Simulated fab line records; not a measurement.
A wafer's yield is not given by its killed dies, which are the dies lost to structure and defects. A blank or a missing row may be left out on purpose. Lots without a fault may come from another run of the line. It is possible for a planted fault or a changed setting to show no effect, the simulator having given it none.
fab line records ; flow sky130 ; part 1 of 2: steps 1 to 42 of 43
record: lots: 6; wafers: 18; last_day: 50
route steps=708 shown VIA1@460 METAL2@483 PAD_OPEN@708
lots with no fault: from the same line, run without faults
start_h: hours from the record's opening day to when the first of the lot's shown wafers began ; wait_h: time in hours since the lot's previous step ; " as in the row above ; L1.1+2: a single row standing in for several wafers ; - value missing, or start not given ; * or withheld: withheld ; < > ~ a bound
route shown NAME@n: names a module that has steps shown in the file, with the first one's number in the route ; usual: mean and standard deviation over wafers with no fault ; same: alike in all rows ; chamber/n: place in a boat ; sites: per-site readings ; _std_site: standard deviation of those values ; _edge_site: inner sites' mean taken away from outer sites' mean ; radius_mm: how far each site lies from the wafer's centre ; mask NAME#n: copy n ; behind: the tool/chamber that last shaped the wafer ; hold: the reason the lot was held/the length of the hold in hours/how it ended ; device: names the non-switching transistor (n, p or np) ; end of line: the route-end tests of the same wafers ; a step given without rows: its recipe and nothing more ; killed: at the first sort, the dies lost to defects and structure; wafer yield is something else ; map: a wafer's dies, x killed, . not, _ none there
set.NAME: the setting the step ran with; set.NAME@STEP: the setting that earlier step ran with ; model.NAME: the simulator's own value behind a step, which no gauge read
lots at selected steps of the route; one table per step, one row per wafer
services: the hour from which a tool's chamber was out of use, counted from the record's first day as start_h (under 0 if before that day), plus the number of hours and why
== steps ==
step: SKY_VIA1_CMP_02
recipe: material: SiO2; down_force_psi: 4; platen_rpm: 60; pad_velocity_m_s: 0.94248
usual: head_pressure_psi: 4.001/0.0088; motor_current_A: 11.7/1.6
lot.wafer;tool;chamber;start_h;wait_h;head_pressure_psi;motor_current_A
L459.4;cmp-02;3;770.92;0.0;3.991;11.9
L459.1;cmp-02;2;770.92;0.0;3.996;13.6
L459.5;cmp-02;3;770.92;0.0;3.996;11.9
L460.2;cmp-02;2;776.94;0.1;3.994;12.8
L460.3;cmp-02;3;776.94;0.1;3.998;11.7
L460.4;cmp-02;0;776.94;0.1;3.995;9.8
L465.3;cmp-01;1;846.38;0.1;4.015;10.3
L465.6;cmp-01;0;846.38;0.1;4.006;13.5
L465.5;cmp-01;1;846.38;0.1;4.003;10.1
L468.1;cmp-02;1;847.22;0.1;4.007;13.1
L468.4;cmp-02;2;847.22;0.1;3.997;13.3
L468.5;cmp-02;1;847.22;0.1;3.986;12.4
L476.1;cmp-02;0;906.05;0.1;3.993;10.1
L476.5;cmp-02;3;906.05;0.1;4.008;10.7
L476.6;cmp-02;0;906.05;0.1;3.986;10.9
L478.4;cmp-02;3;914.57;0.2;4.009;11.5
L478.5;cmp-02;0;914.57;0.2;4.028;10.5
L478.6;cmp-02;1;914.57;0.2;4.002;13.2
step: SKY_VIA1_BOW_MEAS_03
recipe: mode: bow
usual: VIA1_BOW: 80/6.7
lot.wafer;tool;chamber;start_h;wait_h;VIA1_BOW[um]
L459.1;film_metro-01;-;771.22;0.1;80
L459.4;film_metro-01;-;771.22;0.1;77
L459.5;film_metro-01;-;771.22;0.1;74
L460.2;film_metro-01;-;777.21;0.2;76
L460.3;film_metro-01;-;777.21;0.2;79
L460.4;film_metro-01;-;777.21;0.2;81
L465.3;film_metro-04;-;846.67;0.2;84
L465.5;film_metro-04;-;846.67;0.2;85
L465.6;film_metro-04;-;846.67;0.2;103
L468.1;film_metro-02;-;847.52;0.2;84
L468.4;film_metro-02;-;847.52;0.2;88
L468.5;film_metro-02;-;847.52;0.2;74
L476.1;film_metro-04;-;906.30;0.2;87
L476.5;film_metro-04;-;906.30;0.2;87
L476.6;film_metro-04;-;906.30;0.2;96
L478.4;film_metro-02;-;914.78;0.2;64
L478.5;film_metro-02;-;914.78;0.2;68
L478.6;film_metro-02;-;914.78;0.2;64
step: SKY_VIA1_DEHYDRATE_04
recipe: temp_c: 200; time_s: 60
step: SKY_VIA1_HMDS_05
recipe: prime_time_s: 60; prime_temp_c: 120
step: SKY_VIA1_COAT_06
recipe: resist: BARC; temp_c: withheld; time_s: withheld; spin_rpm: 3000; resist_thk_nm: 60
step: SKY_VIA1_COAT_07
recipe: resist: KrF-thick; spin_rpm: 3000; resist_thk_nm: 450
step: SKY_VIA1_SOFTBAKE_08
recipe: temp_c: 100; time_s: 90; resist: KrF-thick
step: SKY_VIA1_EXPOSE_09
recipe: mask_id: VIM; na: 0.8; source_shape: annular; sigma_inner: 0.55; sigma_outer: 0.85; target_cd_nm: 150; dose_mj: 38
step: SKY_VIA1_PEB_10
recipe: peb_temp_c: withheld; peb_time_s: withheld; resist: KrF-thick
step: SKY_VIA1_DEVELOP_11
recipe: develop_time_s: 60; resist: KrF-thick; dev_temp_c: 21
step: SKY_VIA1_CD_MEAS_12
recipe: target_cd_nm: 150
usual: cd_nm: 149.6/1.7
lot.wafer;tool;chamber;start_h;wait_h;cd_nm
L459.1;cd_sem-01;-;798.31;-;150.7
L459.4;cd_sem-01;-;798.31;-;151.2
L459.5;cd_sem-01;-;798.31;-;152.4
L460.2;cd_sem-02;-;803.34;-;148.9
L460.3;cd_sem-02;-;803.34;-;151.8
L460.4;cd_sem-02;-;803.34;-;151.9
L465.3;cd_sem-01;-;872.53;-;151.1
L465.5;cd_sem-01;-;872.53;-;150.5
L465.6;cd_sem-01;-;872.53;-;149.9
L468.1;cd_sem-02;-;873.14;-;148.2
L468.4;cd_sem-02;-;873.14;-;148.4
L468.5;cd_sem-02;-;873.14;-;148.5
L476.1;cd_sem-01;-;931.99;-;152.3
L476.5;cd_sem-01;-;931.99;-;151.9
L476.6;cd_sem-01;-;931.99;-;151.4
L478.4;cd_sem-02;-;939.04;-;148.4
L478.5;cd_sem-02;-;939.04;-;148.0
L478.6;cd_sem-02;-;939.04;-;147.3
step: SKY_VIA1_OVL_MEAS_13
usual: VIA1_OVL: 1/4.7
lot.wafer;tool;chamber;start_h;wait_h;VIA1_OVL[nm]
L459.1;overlay-02;-;798.43;0.1;-7
L459.4;overlay-02;-;798.43;0.1;-4
L459.5;overlay-02;-;798.43;0.1;-5
L460.2;overlay-01;-;803.45;0.1;-8
L460.3;overlay-01;-;803.45;0.1;1
L460.4;overlay-01;-;803.45;0.1;-4
L465.3;overlay-01;-;872.62;0.1;2
L465.5;overlay-01;-;872.62;0.1;-6
L465.6;overlay-01;-;872.62;0.1;6
L468.1;overlay-02;-;873.26;0.1;3
L468.4;overlay-02;-;873.26;0.1;-8
L468.5;overlay-02;-;873.26;0.1;-5
L476.1;overlay-02;-;932.11;0.1;-1
L476.5;overlay-02;-;932.11;0.1;-3
L476.6;overlay-02;-;932.11;0.1;-11
L478.4;overlay-01;-;939.11;0.1;1
L478.5;overlay-01;-;939.11;0.1;-2
L478.6;overlay-01;-;939.11;0.1;0
step: SKY_VIA1_ETCH_14
recipe: chemistry: N2/H2; target: BARC; ion_energy_ev: 200; source_w: 500; bias_w: 100; pressure_mtorr: 30; n2_flow_sccm: 100; h2_flow_sccm: 200; stop_on: SiO2; time_s: 45.9; target_depth_a: 600
usual: drypump_motor_current_A: 5.7/0.49; oes_product_au: 0.855/0.0043; throttle_valve_pct: 13.226/0.0096
lot.wafer;tool;chamber;start_h;wait_h;drypump_motor_current_A;oes_product_au;rf_hours_counter_h;throttle_valve_pct
L459.1;rie_diel-03;0;798.47;0.0;6.2;0.855;7;13.225
L459.4;rie_diel-03;2;798.47;0.0;5.7;0.855;12;13.238
L459.5;rie_diel-03;3;798.47;0.0;5.7;0.855;-;13.222
L460.2;rie_diel-04;2;803.48;0.0;6.1;0.854;12;13.234
L460.3;rie_diel-04;0;803.48;0.0;5.0;0.857;6;13.226
L460.4;rie_diel-04;1;803.48;0.0;5.5;0.855;8;13.230
L465.3;rie_diel-04;1;872.65;0.0;5.5;0.848;10;13.229
L465.5;rie_diel-04;3;872.65;0.0;5.1;0.860;-;13.246
L465.6;rie_diel-04;1;872.65;0.0;5.5;0.863;-;13.198
L468.1;rie_diel-02;3;873.30;0.0;6.6;0.857;2;13.235
L468.4;rie_diel-02;2;873.30;0.0;6.0;0.861;8;13.217
L468.5;rie_diel-02;0;873.30;0.0;5.5;0.856;-;13.226
L476.1;rie_diel-04;1;932.15;0.0;5.5;0.861;12;13.209
L476.5;rie_diel-04;3;932.15;0.0;5.1;0.854;-;13.217
L476.6;rie_diel-04;0;932.15;0.0;5.0;0.854;-;13.224
L478.4;rie_diel-04;0;939.13;0.0;5.0;0.855;10;13.227
L478.5;rie_diel-04;2;939.13;0.0;6.1;0.862;-;13.228
L478.6;rie_diel-04;3;939.13;0.0;5.1;0.854;-;13.222
step: SKY_VIA1_ETCH_15
recipe: target: SiO2; chemistry: C4F8/O2/Ar; target_depth_nm: 351; stop_on: TiN; mask_material: KrF-thick; source_w: 1500; bias_w: 1200; pressure_mtorr: 40; c4f8_flow_sccm: withheld; O2_flow_sccm: 6; Ar_flow_sccm: 300; time_s: 54
usual: oes_product_au: 0.982/0.0052
lot.wafer;tool;chamber;start_h;wait_h;oes_product_au;rf_hours_counter_h
L459.1;rie_diel-03;0;798.51;0.0;0.983;7
L459.4;rie_diel-03;2;798.51;0.0;0.967;12
L459.5;rie_diel-03;3;798.51;0.0;0.972;-
L460.2;rie_diel-04;2;803.52;0.0;0.967;12
L460.3;rie_diel-04;0;803.52;0.0;0.977;6
L460.4;rie_diel-04;1;803.52;0.0;0.983;8
L465.3;rie_diel-04;1;872.69;0.0;0.975;10
L465.5;rie_diel-04;3;872.69;0.0;0.977;-
L465.6;rie_diel-04;1;872.69;0.0;0.981;-
L468.1;rie_diel-02;3;873.34;0.0;0.982;2
L468.4;rie_diel-02;2;873.34;0.0;0.979;8
L468.5;rie_diel-02;0;873.34;0.0;0.995;-
L476.1;rie_diel-04;1;932.19;0.0;0.975;12
L476.5;rie_diel-04;3;932.19;0.0;0.975;-
L476.6;rie_diel-04;0;932.19;0.0;0.979;-
L478.4;rie_diel-04;0;939.17;0.0;0.970;10
L478.5;rie_diel-04;2;939.17;0.0;0.989;-
L478.6;rie_diel-04;3;939.17;0.0;0.982;-
step: SKY_VIA1_STRIP_16
recipe: chemistry: O2/N2; power_w: 1400; pressure_mtorr: 1500; platen_temp_c: withheld; o2_flow_sccm: 3000; n2_flow_sccm: 300; overash_fraction: 0.5
step: SKY_VIA1_STRIP_17
recipe: chemistry: post_etch_residue_remover; time_s: 1200; temp_c: 72.5
step: SKY_VIA1_CLEAN_18
recipe: chemistry: IPA; time_s: 180; temp_c: 25
step: SKY_VIA1_CLEAN_19
recipe: chemistry: O3/DIW; dry: n2_spin
step: SKY_VIA1_SPUTTER_20
recipe: material: TiN; target_thk_nm: 20; chamber_pressure_pa: 5; power_w: 4000; time_s: 80
step: SKY_VIA1_CVD_21
recipe: material: W; target_thk_nm: 270; time_s: 80.902; temp_c: 400; pressure_torr: 40
usual: heater_power_w: 869/170
lot.wafer;tool;chamber;start_h;wait_h;heater_power_w
L459.1;cvd_w-01;0;799.21;0.0;698
L459.4;cvd_w-01;0;799.21;0.0;709
L459.5;cvd_w-01;1;799.21;0.0;1176
L460.2;cvd_w-02;1;804.23;0.0;796
L460.3;cvd_w-02;0;804.23;0.0;847
L460.4;cvd_w-02;1;804.23;0.0;774
L465.3;cvd_w-01;1;873.42;0.1;1193
L465.5;cvd_w-01;1;873.42;0.1;1180
L465.6;cvd_w-01;0;873.42;0.1;715
L468.1;cvd_w-02;1;874.05;0.0;780
L468.4;cvd_w-02;1;874.05;0.0;800
L468.5;cvd_w-02;1;874.05;0.0;776
L476.1;cvd_w-01;1;932.94;0.0;1068
L476.5;cvd_w-01;1;932.94;0.0;1053
L476.6;cvd_w-01;0;932.94;0.0;696
L478.4;cvd_w-01;1;939.92;0.1;1044
L478.5;cvd_w-01;0;939.92;0.1;696
L478.6;cvd_w-01;1;939.92;0.1;1079
step: SKY_VIA1_RS_MEAS_22
recipe: thk_meas_gauge: four-point-probe; reads: W_of_VIA1_CVD_21+TiN_of_VIA1_SPUTTER_20
usual: VIA1_W_RS: 0.425/0.0059
lot.wafer;tool;chamber;start_h;wait_h;VIA1_W_RS[ohm/sq]
L459.1;film_metro-04;-;799.30;0.1;0.434
L459.4;film_metro-04;-;799.30;0.1;0.427
L459.5;film_metro-04;-;799.30;0.1;0.415
L460.2;film_metro-04;-;804.34;0.1;0.427
L460.3;film_metro-04;-;804.34;0.1;0.433
L460.4;film_metro-04;-;804.34;0.1;0.425
L465.3;film_metro-01;-;873.52;0.1;0.426
L465.5;film_metro-01;-;873.52;0.1;0.426
L465.6;film_metro-01;-;873.52;0.1;0.430
L468.1;film_metro-01;-;874.14;0.1;0.424
L468.4;film_metro-01;-;874.14;0.1;0.421
L468.5;film_metro-01;-;874.14;0.1;0.423
L476.1;film_metro-04;-;933.03;0.1;0.422
L476.5;film_metro-04;-;933.03;0.1;0.420
L476.6;film_metro-04;-;933.03;0.1;0.425
L478.4;film_metro-02;-;940.04;0.1;0.416
L478.5;film_metro-02;-;940.04;0.1;0.419
L478.6;film_metro-02;-;940.04;0.1;0.418
step: SKY_VIA1_THK_MEAS_23
recipe: thk_meas_gauge: xrf; reads: W_of_VIA1_CVD_21
usual: VIA1_W_THK: 275/4.8
lot.wafer;tool;chamber;start_h;wait_h;VIA1_W_THK[nm]
L459.1;film_metro-04;-;799.42;0.1;266
L459.4;film_metro-04;-;799.42;0.1;270
L459.5;film_metro-04;-;799.42;0.1;278
L460.2;film_metro-04;-;804.45;0.1;269
L460.3;film_metro-04;-;804.45;0.1;267
L460.4;film_metro-04;-;804.45;0.1;269
L465.3;film_metro-01;-;873.62;0.1;276
L465.5;film_metro-01;-;873.62;0.1;275
L465.6;film_metro-01;-;873.62;0.1;274
L468.1;film_metro-01;-;874.26;0.1;278
L468.4;film_metro-01;-;874.26;0.1;280
L468.5;film_metro-01;-;874.26;0.1;279
L476.1;film_metro-04;-;933.15;0.1;275
L476.5;film_metro-04;-;933.15;0.1;275
L476.6;film_metro-04;-;933.15;0.1;273
L478.4;film_metro-02;-;940.13;0.1;281
L478.5;film_metro-02;-;940.13;0.1;281
L478.6;film_metro-02;-;940.13;0.1;280
step: SKY_VIA1_CMP_24
recipe: stop_on: SiO2; t_overpolish_s: 15; down_force_psi: 3.5; platen_rpm: 60; target_thk_nm: 0; pad_velocity_m_s: 0.94248
step: SKY_METAL2_SPUTTER_00
recipe: material: Ti; target_thk_nm: 15; power_w: 3000; time_s: 10; chamber_pressure_pa: 0.4
step: SKY_METAL2_SPUTTER_01
recipe: material: TiN; target_thk_nm: 20; power_w: 6500; time_s: 16.7; chamber_pressure_pa: 0.4
step: SKY_METAL2_SPUTTER_02
recipe: material: AlCu; target_thk_nm: 250; power_w: 10600; time_s: 13.3; chamber_pressure_pa: 0.4
usual: throttle_valve_pct: 30.2/0.71
lot.wafer;tool;chamber;start_h;wait_h;throttle_valve_pct
L459.1;pvd_sputter-04;-;799.83;0.0;31.0
L459.4;pvd_sputter-04;-;799.83;0.0;30.7
L459.5;pvd_sputter-04;-;799.83;0.0;29.7
L460.2;pvd_sputter-01;-;804.85;0.0;32.0
L460.3;pvd_sputter-01;-;804.85;0.0;29.0
L460.4;pvd_sputter-01;-;804.85;0.0;30.2
L465.3;pvd_sputter-04;-;874.01;0.0;29.8
L465.5;pvd_sputter-04;-;874.01;0.0;29.9
L465.6;pvd_sputter-04;-;874.01;0.0;30.5
L468.1;pvd_sputter-01;-;874.67;0.0;29.2
L468.4;pvd_sputter-01;-;874.67;0.0;30.8
L468.5;pvd_sputter-01;-;874.67;0.0;30.6
L476.1;pvd_sputter-02;-;933.56;0.0;31.3
L476.5;pvd_sputter-02;-;933.56;0.0;29.4
L476.6;pvd_sputter-02;-;933.56;0.0;31.4
L478.4;pvd_sputter-04;-;940.51;0.0;30.0
L478.5;pvd_sputter-04;-;940.51;0.0;29.9
L478.6;pvd_sputter-04;-;940.51;0.0;30.3
step: SKY_METAL2_SPUTTER_03
recipe: material: Ti; target_thk_nm: 5; power_w: 3000; time_s: 3.3; chamber_pressure_pa: 0.4
step: SKY_METAL2_SPUTTER_04
recipe: material: TiN; target_thk_nm: 70; power_w: 6500; time_s: 58.3; chamber_pressure_pa: 0.4
step: SKY_METAL2_RS_MEAS_05
recipe: thk_meas_gauge: four-point-probe; reads: TiN_of_METAL2_SPUTTER_04+Ti_of_METAL2_SPUTTER_03+AlCu_of_METAL2_SPUTTER_02+TiN_of_METAL2_SPUTTER_01+Ti_of_METAL2_SPUTTER_00
usual: METAL2_ALCU_RS: 0.1273/0.0015
lot.wafer;tool;chamber;start_h;wait_h;METAL2_ALCU_RS[ohm/sq]
L459.1;film_metro-02;-;799.92;0.0;0.1303
L459.4;film_metro-02;-;799.92;0.0;0.1301
L459.5;film_metro-02;-;799.92;0.0;0.1294
L460.2;film_metro-03;-;804.96;0.0;0.1275
L460.3;film_metro-03;-;804.96;0.0;0.1292
L460.4;film_metro-03;-;804.96;0.0;0.1278
L465.3;film_metro-03;-;874.14;0.1;0.1262
L465.5;film_metro-03;-;874.14;0.1;0.1250
L465.6;film_metro-03;-;874.14;0.1;0.1263
L468.1;film_metro-03;-;874.76;0.0;0.1265
L468.4;film_metro-03;-;874.76;0.0;0.1273
L468.5;film_metro-03;-;874.76;0.0;0.1265
L476.1;film_metro-01;-;933.65;0.0;0.1294
L476.5;film_metro-01;-;933.65;0.0;0.1275
L476.6;film_metro-01;-;933.65;0.0;0.1288
L478.4;film_metro-03;-;940.66;0.1;0.1262
L478.5;film_metro-03;-;940.66;0.1;0.1272
L478.6;film_metro-03;-;940.66;0.1;0.1287
step: SKY_METAL2_THK_MEAS_06
recipe: thk_meas_gauge: xrf; reads: AlCu_of_METAL2_SPUTTER_02
usual: METAL2_ALCU_THK: 250/3
lot.wafer;tool;chamber;start_h;wait_h;METAL2_ALCU_THK[nm]
L459.1;film_metro-02;-;800.04;0.1;244
L459.4;film_metro-02;-;800.04;0.1;245
L459.5;film_metro-02;-;800.04;0.1;247
L460.2;film_metro-03;-;805.07;0.1;249
L460.3;film_metro-03;-;805.07;0.1;248
L460.4;film_metro-03;-;805.07;0.1;253
L465.3;film_metro-03;-;874.24;0.1;252
L465.5;film_metro-03;-;874.24;0.1;254
L465.6;film_metro-03;-;874.24;0.1;252
L468.1;film_metro-03;-;874.88;0.1;251
L468.4;film_metro-03;-;874.88;0.1;249
L468.5;film_metro-03;-;874.88;0.1;253
L476.1;film_metro-01;-;933.77;0.1;246
L476.5;film_metro-01;-;933.77;0.1;251
L476.6;film_metro-01;-;933.77;0.1;248
L478.4;film_metro-03;-;940.75;0.1;255
L478.5;film_metro-03;-;940.75;0.1;252
L478.6;film_metro-03;-;940.75;0.1;250
step: SKY_METAL2_DEHYDRATE_07
recipe: temp_c: 200; time_s: 60
step: SKY_METAL2_HMDS_08
recipe: prime_time_s: 60; prime_temp_c: 120
step: SKY_METAL2_COAT_09
recipe: resist: BARC; temp_c: withheld; time_s: withheld; spin_rpm: 3000; resist_thk_nm: 60
step: SKY_METAL2_COAT_10
recipe: resist: KrF-thick; spin_rpm: 3000; resist_thk_nm: 450
step: SKY_METAL2_SOFTBAKE_11
recipe: temp_c: 100; time_s: 90; resist: KrF-thick
step: SKY_METAL2_EXPOSE_12
recipe: mask_id: MM2; na: 0.8; source_shape: annular; sigma_inner: 0.55; sigma_outer: 0.85; target_cd_nm: 140; dose_mj: 28
step: SKY_METAL2_PEB_13
recipe: peb_temp_c: withheld; peb_time_s: withheld; resist: KrF-thick
step: SKY_METAL2_DEVELOP_14
recipe: develop_time_s: 60; resist: KrF-thick; dev_temp_c: 21
step: SKY_METAL2_CD_MEAS_15
recipe: target_cd_nm: 140
usual: cd_nm: 140.4/1.7
lot.wafer;tool;chamber;start_h;wait_h;cd_nm
L459.1;cd_sem-02;-;826.34;-;139.3
L459.4;cd_sem-02;-;826.34;-;139.9
L459.5;cd_sem-02;-;826.34;-;139.3
L460.2;cd_sem-01;-;832.26;-;139.9
L460.3;cd_sem-01;-;832.26;-;139.8
L460.4;cd_sem-01;-;832.26;-;139.5
L465.3;cd_sem-02;-;900.18;-;142.2
L465.5;cd_sem-02;-;900.18;-;139.7
L465.6;cd_sem-02;-;900.18;-;141.0
L468.1;cd_sem-02;-;900.68;-;140.1
L468.4;cd_sem-02;-;900.68;-;140.8
L468.5;cd_sem-02;-;900.68;-;141.3
L476.1;cd_sem-02;-;957.64;-;140.3
L476.5;cd_sem-02;-;957.64;-;141.0
L476.6;cd_sem-02;-;957.64;-;141.7
L478.4;cd_sem-02;-;964.10;-;139.3
L478.5;cd_sem-02;-;964.10;-;140.8
L478.6;cd_sem-02;-;964.10;-;141.7
step: SKY_METAL2_OVL_MEAS_16
usual: METAL2_OVL: 0/4
lot.wafer;tool;chamber;start_h;wait_h;METAL2_OVL[nm]
L459.1;overlay-01;-;826.46;0.1;-5
L459.4;overlay-01;-;826.46;0.1;0
L459.5;overlay-01;-;826.46;0.1;-8
L460.2;overlay-01;-;832.37;0.1;2
L460.3;overlay-01;-;832.37;0.1;0
L460.4;overlay-01;-;832.37;0.1;4
L465.3;overlay-02;-;900.27;0.1;0
L465.5;overlay-02;-;900.27;0.1;-5
L465.6;overlay-02;-;900.27;0.1;-4
L468.1;overlay-02;-;900.80;0.1;0
L468.4;overlay-02;-;900.80;0.1;1
L468.5;overlay-02;-;900.80;0.1;-3
L476.1;overlay-01;-;957.76;0.1;9
L476.5;overlay-01;-;957.76;0.1;0
L476.6;overlay-01;-;957.76;0.1;3
L478.4;overlay-01;-;964.18;0.1;1
L478.5;overlay-01;-;964.18;0.1;-1
L478.6;overlay-01;-;964.18;0.1;-6
step: SKY_METAL2_DESCUM_17
recipe: chemistry: O2; source_power_w: 150; bias_power_w: 0; pressure_mtorr: 10; temp_c: 40; time_s: 8
usual: drypump_motor_current_A: 5.6/0.41; oes_product_au: 0.998/0.0072
same: bias_power_w: 0
lot.wafer;tool;chamber;start_h;wait_h;drypump_motor_current_A;oes_product_au;rf_hours_counter_h
L459.1;rie_metal-01;0;826.49;0.0;5.9;1.000;4.5
L459.4;rie_metal-01;1;826.49;0.0;5.1;1.001;-
L459.5;rie_metal-01;0;826.49;0.0;5.9;0.995;-
L460.2;rie_metal-02;0;832.40;0.0;6.2;0.997;4.9
L460.3;rie_metal-02;1;832.40;0.0;5.4;1.003;-
L460.4;rie_metal-02;0;832.40;0.0;6.2;0.995;-
L465.3;rie_metal-01;1;900.31;0.0;5.1;0.990;-
L465.5;rie_metal-01;1;900.31;0.0;5.1;1.002;-
L465.6;rie_metal-01;0;900.31;0.0;5.9;0.992;-
L468.1;rie_metal-02;0;900.83;0.0;6.1;0.990;8.2
L468.4;rie_metal-02;0;900.83;0.0;6.1;0.996;-
L468.5;rie_metal-02;0;900.83;0.0;6.1;0.997;-
L476.1;rie_metal-01;0;957.80;0.0;5.9;0.990;10.4
L476.5;rie_metal-01;0;957.80;0.0;5.9;0.992;-
L476.6;rie_metal-01;1;957.80;0.0;5.1;1.011;-
L478.4;rie_metal-03;1;964.21;0.0;5.1;0.989;-
L478.5;rie_metal-03;0;964.21;0.0;5.8;1.003;-
L478.6;rie_metal-03;1;964.21;0.0;5.1;1.000;-
step: SKY_METAL2_ETCH_18
recipe: chemistry: N2/H2; target: BARC; ion_energy_ev: 200; bias_w: 100; pressure_mtorr: 30; n2_flow_sccm: 100; h2_flow_sccm: 200; icp_w: 500; stop_on: SiO2; time_s: 45.9; target_depth_a: 600
